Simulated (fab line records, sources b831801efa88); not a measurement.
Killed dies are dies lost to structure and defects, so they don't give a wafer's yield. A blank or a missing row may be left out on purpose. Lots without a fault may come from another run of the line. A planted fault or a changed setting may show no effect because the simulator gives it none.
Which tool did it? | flow gf180mcu | 14 lots, 42 wafers sampled, at 3 steps of a route of 602

WHAT THE GAUGES READ, wafer by wafer
GF_PSD_RS_MEAS_14: measures by four-point-probe.
lot  | measured     | on            | NSD_RS (ohm/sq)
L910 | day 14 15:44 | film_metro-02 | 46.18 46.18 46.26
L912 | day 15 05:51 | film_metro-02 | 46.36 46.26 46.24
L913 | day 15 14:05 | film_metro-03 | 46.33 46.31 46.10
L914 | day 15 23:18 | film_metro-03 | 46.33 46.30 46.28
L915 | day 16 08:58 | film_metro-02 | 46.33 46.19 46.33
L918 | day 17 12:34 | film_metro-02 | 46.26 46.32 46.16
L920 | day 18 04:38 | film_metro-03 | 46.29 46.22 46.30
L921 | day 18 10:01 | film_metro-04 | 46.21 46.09 46.19
L922 | day 19 02:38 | film_metro-03 | 46.38 46.32 46.40
L924 | day 19 16:08 | film_metro-02 | 46.29 46.34 46.25
L925 | day 19 23:25 | film_metro-03 | 46.12 46.25 46.19
L929 | day 21 05:01 | film_metro-04 | 46.23 46.41 46.20
L931 | day 22 00:44 | film_metro-02 | 47.64 47.69 47.74 47.64 47.74 47.59
L932 | day 22 09:41 | film_metro-04 | 47.65 47.72 47.52 47.74 47.68 47.66

WHICH TOOL RAN EACH LOT (tool, then ch and the chambers of the sampled wafers, then the start)
lot  | GF_NSD_IMPLANT_10               | GF_NSD_STRIP_11
L910 | implanter-01 ch 0, day 13 17:50 | plasma_asher-04 ch 0,1, day 13 17:58
L912 | implanter-02 ch 0, day 14 08:01 | plasma_asher-01 ch 0,1, day 14 08:10
L913 | implanter-04 ch 0, day 14 15:46 | plasma_asher-04 ch 0,1, day 14 15:55
L914 | implanter-01 ch 0, day 15 00:55 | plasma_asher-02 ch 0,1, day 15 01:04
L915 | implanter-04 ch 0, day 15 10:22 | plasma_asher-02 ch 0,1, day 15 10:31
L918 | implanter-04 ch 0, day 16 13:23 | plasma_asher-04 ch 0,1, day 16 13:32
L920 | implanter-02 ch 0, day 17 05:11 | plasma_asher-02 ch 0,1, day 17 05:20
L921 | implanter-02 ch 0, day 17 10:38 | plasma_asher-04 ch 0,1, day 17 10:45
L922 | implanter-01 ch 0, day 18 01:38 | plasma_asher-02 ch 0,1, day 18 01:47
L924 | implanter-04 ch 0, day 18 15:04 | plasma_asher-01 ch 0,1, day 18 15:11
L925 | implanter-01 ch 0, day 18 22:05 | plasma_asher-02 ch 0,1, day 18 22:13
L929 | implanter-01 ch 0, day 20 04:46 | plasma_asher-02 ch 0,1, day 20 04:53
L931 | implanter-01 ch 0, day 21 00:38 | plasma_asher-01 ch 0,1, day 21 00:47
L932 | implanter-01 ch 0, day 21 09:31 | plasma_asher-02 ch 0,1, day 21 09:40
- GF_NSD_IMPLANT_10
- GF_NSD_STRIP_11: strips in O2/N2.

WHAT THE TOOLS THEMSELVES READ (means of the sampled wafers that have a number; where no wafer has one, the mark that the record gives instead)
GF_NSD_IMPLANT_10.
lot  | tool         | beam_on_s (s) | end_station_pressure_torr (Torr) | faraday_current_uA
L910 | implanter-01 | 9.94          | 7.1e-06                          | 2815
L912 | implanter-02 | 9.90          | 7.4e-06                          | 2818
L913 | implanter-04 | 10.05         | 7.3e-06                          | 2775
L914 | implanter-01 | 9.88          | 7.5e-06                          | 2819
L915 | implanter-04 | 9.90          | 6.9e-06                          | 2814
L918 | implanter-04 | 9.89          | 7.2e-06                          | 2822
L920 | implanter-02 | 10.10         | 7.5e-06                          | 2767
L921 | implanter-02 | 9.96          | 7.1e-06                          | 2803
L922 | implanter-01 | 9.89          | 7.3e-06                          | 2822
L924 | implanter-04 | 9.93          | 7.2e-06                          | 2798
L925 | implanter-01 | 10.01         | 7.2e-06                          | 2780
L929 | implanter-01 | 10.00         | 7.1e-06                          | 2793
L931 | implanter-01 | 7.70          | 7.4e-06                          | 3617
L932 | implanter-01 | 7.71          | 7.4e-06                          | 3620

GF_NSD_STRIP_11.
lot  | tool            | drypump_motor_current_A (A) | heater_power_w (W) | oes_product_au (a.u.) | strip_time_to_endpoint_s (s)
L910 | plasma_asher-04 | 5.54                        | 297                | 0.490                 | 22.85
L912 | plasma_asher-01 | 5.53                        | 346                | 0.490                 | 22.84
L913 | plasma_asher-04 | 5.53                        | 303                | 0.493                 | 22.81
L914 | plasma_asher-02 | 5.97                        | 334                | 0.489                 | 22.82
L915 | plasma_asher-02 | 5.97                        | 340                | 0.490                 | 22.83
L918 | plasma_asher-04 | 5.38                        | 291                | 0.487                 | 22.82
L920 | plasma_asher-02 | 5.95                        | 343                | 0.484                 | 22.84
L921 | plasma_asher-04 | 5.53                        | 298                | 0.488                 | 22.85
L922 | plasma_asher-02 | 5.96                        | 336                | 0.488                 | 22.83
L924 | plasma_asher-01 | 5.59                        | 322                | 0.485                 | 22.88
L925 | plasma_asher-02 | 6.00                        | 353                | 0.490                 | 22.83
L929 | plasma_asher-02 | 5.99                        | 360                | 0.490                 | 22.84
L931 | plasma_asher-01 | 5.60                        | 321                | 0.489                 | 22.75
L932 | plasma_asher-02 | 5.95                        | 334                | 0.484                 | 22.70

THE ANSWER, worked out from the rows above alone
Rule: what is usual is taken from the lots themselves. Put in order of their means at a reading, lots are off if they are a third of the lots or fewer, leave a main group of 4 or more, and stand apart from it by a gap of 3 or more times the standard deviation of the main group's means; of several such gaps the widest counts. A main group whose means are all the same, to the digits that the tables above print for the reading, isn't used. A lot without any number at a reading at which 4 lots or more have one is off too. The other lots that the step has rows for count as sound. The gauges are gone through in route order, then the tools' own readings, and for those a lot's mean is taken as printed above. The first step at which some lot is off is used, and at that step the reading that is off furthest; a lot without a number counts as furthest.
Off: L931, L932, at GF_PSD_RS_MEAS_14 (NSD_RS). The main group: mean 46.26 ohm/sq, standard deviation 0.053.
A tool fits if, at a process step before that reading, it ran every lot that is off, and no sound lot after the first of them. The gauges at GF_PSD_RS_MEAS_14 aren't tried: what is off there is off at GF_NSD_IMPLANT_10 too, on other tools, and a gauge's error can't cause that. One fits: implanter-01 at GF_NSD_IMPLANT_10. Its last sound lot is L929 (day 20 04:46), its first lot that is off L931 (day 21 00:38): a fault that began between those two fits.
The tool's own readings at GF_NSD_IMPLANT_10 bear it out: on the lots that are off they differ by more than 5 times the standard deviation of the sound lots' means. beam_on_s reads 7.71 s there against 9.95 s on the sound lots; faraday_current_uA reads 3618 there against 2802 on the sound lots.

WHAT THE SIMULATOR HAD PUT IN
Process parameter drift: implanter-01, from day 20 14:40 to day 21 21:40, at GF_NSD_IMPLANT_10. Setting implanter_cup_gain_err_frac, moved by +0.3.
Lots struck among those shown: L931, L932. The rule above found the same.
